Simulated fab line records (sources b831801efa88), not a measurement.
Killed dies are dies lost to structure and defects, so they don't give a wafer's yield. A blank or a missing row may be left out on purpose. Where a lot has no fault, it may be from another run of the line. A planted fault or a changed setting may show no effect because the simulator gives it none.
What tool caused it? | flow gf180mcu | 14 lots, 42 wafers sampled, at 4 steps of a route of 602

== WHAT EACH GAUGE READ, for each wafer ==
The record lacks any reading of a measuring or inspecting step that a usual standard deviation could be used to judge.

== EACH LOT AND THE TOOL THAT RAN IT (in order: tool; ch and the chambers of the sampled wafers; start) ==
lot  | GF_STI_WET_ETCH_28            | GF_M1_SPUTTER_03            | GF_M2_SPUTTER_01            | GF_M2_SPUTTER_04
L504 | wetBench-03 ch 2, day 2 20:41 | pvdSputter-02, day 17 12:25 | pvdSputter-01, day 19 14:47 | pvdSputter-01, day 19 14:52
L503 | wetBench-04 ch 0, day 2 20:52 | pvdSputter-04, day 17 15:26 | pvdSputter-01, day 19 18:58 | pvdSputter-01, day 19 19:02
L505 | wetBench-03 ch 0, day 3 02:02 | pvdSputter-01, day 17 23:26 | pvdSputter-03, day 20 01:59 | pvdSputter-03, day 20 02:04
L506 | wetBench-02 ch 1, day 3 08:46 | pvdSputter-01, day 18 09:51 | pvdSputter-01, day 20 13:07 | pvdSputter-01, day 20 13:12
L508 | wetBench-04 ch 0, day 3 21:05 | pvdSputter-04, day 19 01:19 | pvdSputter-01, day 21 04:57 | pvdSputter-01, day 21 05:02
L510 | wetBench-03 ch 1, day 4 08:25 | pvdSputter-01, day 19 23:06 | pvdSputter-02, day 22 01:53 | pvdSputter-02, day 22 01:58
L511 | wetBench-03 ch 0, day 4 09:07 | pvdSputter-04, day 20 00:39 | pvdSputter-02, day 22 03:45 | pvdSputter-02, day 22 03:50
L512 | wetBench-02 ch 1, day 4 13:26 | pvdSputter-01, day 20 11:04 | pvdSputter-02, day 22 13:27 | pvdSputter-02, day 22 13:32
L513 | wetBench-04 ch 0, day 4 18:26 | pvdSputter-01, day 20 13:55 | pvdSputter-03, day 22 16:13 | pvdSputter-03, day 22 16:18
L514 | wetBench-04 ch 2, day 5 01:08 | pvdSputter-02, day 20 22:22 | pvdSputter-02, day 23 00:16 | pvdSputter-02, day 23 00:21
L515 | wetBench-04 ch 0, day 5 05:38 | pvdSputter-02, day 21 07:03 | pvdSputter-01, day 23 08:23 | pvdSputter-01, day 23 08:28
L516 | wetBench-04 ch 2, day 5 09:24 | pvdSputter-02, day 21 16:37 | pvdSputter-02, day 23 18:12 | pvdSputter-02, day 23 18:17
L517 | wetBench-04 ch 2, day 5 15:15 | pvdSputter-04, day 21 23:26 | pvdSputter-02, day 24 00:11 | pvdSputter-02, day 24 00:16
L521 | wetBench-03 ch 2, day 6 11:27 | pvdSputter-04, day 23 12:33 | pvdSputter-02, day 25 11:12 | pvdSputter-02, day 25 11:17
- GF_STI_WET_ETCH_28: etches SiO2 in dHF, target depth 20 nm, time 40 s.
- GF_M1_SPUTTER_03: material Ti, target thk 10 nm, time 6.7 s.
- GF_M2_SPUTTER_01: material TiN, target thk 30 nm, time 25 s.
- GF_M2_SPUTTER_04: material TiN, target thk 50 nm, time 41.7 s.

== WHAT THE TOOLS THEMSELVES READ (means of the sampled wafers that have a number; where no wafer has one, the mark that the record gives instead) ==
GF_STI_WET_ETCH_28.
lot  | tool        | runLengthS (s)
L504 | wetBench-03 | 65.8
L503 | wetBench-04 | 72.8
L505 | wetBench-03 | 65.8
L506 | wetBench-02 | 72.5
L508 | wetBench-04 | 67.5
L510 | wetBench-03 | 67.3
L511 | wetBench-03 | 66.2
L512 | wetBench-02 | 72.2
L513 | wetBench-04 | 66.4
L514 | wetBench-04 | 67.9
L515 | wetBench-04 | 57.6
L516 | wetBench-04 | 58.6
L517 | wetBench-04 | 57.8
L521 | wetBench-03 | 66.3

GF_M1_SPUTTER_03.
lot  | tool          | substrateTempC (C) | throttleValvePct (%)
L504 | pvdSputter-02 | 299.99             | 29.3
L503 | pvdSputter-04 | 300.23             | 30.2
L505 | pvdSputter-01 | 299.95             | 30.7
L506 | pvdSputter-01 | 300.02             | 30.5
L508 | pvdSputter-04 | 299.97             | 30.0
L510 | pvdSputter-01 | 299.94             | 29.9
L511 | pvdSputter-04 | 300.08             | 30.3
L512 | pvdSputter-01 | 300.00             | 30.7
L513 | pvdSputter-01 | 299.87             | 30.7
L514 | pvdSputter-02 | 300.00             | 30.8
L515 | pvdSputter-02 | 300.00             | 30.2
L516 | pvdSputter-02 | 300.08             | 29.8
L517 | pvdSputter-04 | 299.93             | 29.9
L521 | pvdSputter-04 | 299.83             | 29.5

GF_M2_SPUTTER_01.
lot  | tool          | throttleValvePct (%)
L504 | pvdSputter-01 | 30.0
L503 | pvdSputter-01 | 30.7
L505 | pvdSputter-03 | 29.2
L506 | pvdSputter-01 | 30.4
L508 | pvdSputter-01 | 30.1
L510 | pvdSputter-02 | 31.2
L511 | pvdSputter-02 | 29.9
L512 | pvdSputter-02 | 30.1
L513 | pvdSputter-03 | 30.3
L514 | pvdSputter-02 | 30.5
L515 | pvdSputter-01 | 30.4
L516 | pvdSputter-02 | 28.9
L517 | pvdSputter-02 | 29.0
L521 | pvdSputter-02 | 30.8

GF_M2_SPUTTER_04.
lot  | tool          | throttleValvePct (%)
L504 | pvdSputter-01 | 30.0
L503 | pvdSputter-01 | 30.6
L505 | pvdSputter-03 | 29.2
L506 | pvdSputter-01 | 30.3
L508 | pvdSputter-01 | 30.0
L510 | pvdSputter-02 | 31.2
L511 | pvdSputter-02 | 30.1
L512 | pvdSputter-02 | 30.1
L513 | pvdSputter-03 | 30.3
L514 | pvdSputter-02 | 30.6
L515 | pvdSputter-01 | 30.4
L516 | pvdSputter-02 | 28.9
L517 | pvdSputter-02 | 28.9
L521 | pvdSputter-02 | 30.8

== THE ANSWER, worked out from the rows above alone ==
Rule: what is usual is taken from the lots themselves. The widest of any qualifying gaps counts: lots, ordered by their means at a reading, are off when they make up no more than a third of the lots, leave a main group of 4 or more, and stand apart from it by 3 or more times the standard deviation of that group's means. If all means in a main group match to the digits the tables above print for the reading, that group is not used. A lot without any number at a reading at which 4 lots or more have one is off too. The other lots that the step has rows for count as sound. Order of review: gauges by route order, followed by the tools' own readings, for which a lot's mean as printed above is used. The first step at which some lot is off is used, and at that step the reading that is off furthest; a lot without a number counts as furthest.
Across all readings shown, no lot is off: no conclusion can be drawn from this.

== WHAT THE SIMULATOR HAD PUT IN ==
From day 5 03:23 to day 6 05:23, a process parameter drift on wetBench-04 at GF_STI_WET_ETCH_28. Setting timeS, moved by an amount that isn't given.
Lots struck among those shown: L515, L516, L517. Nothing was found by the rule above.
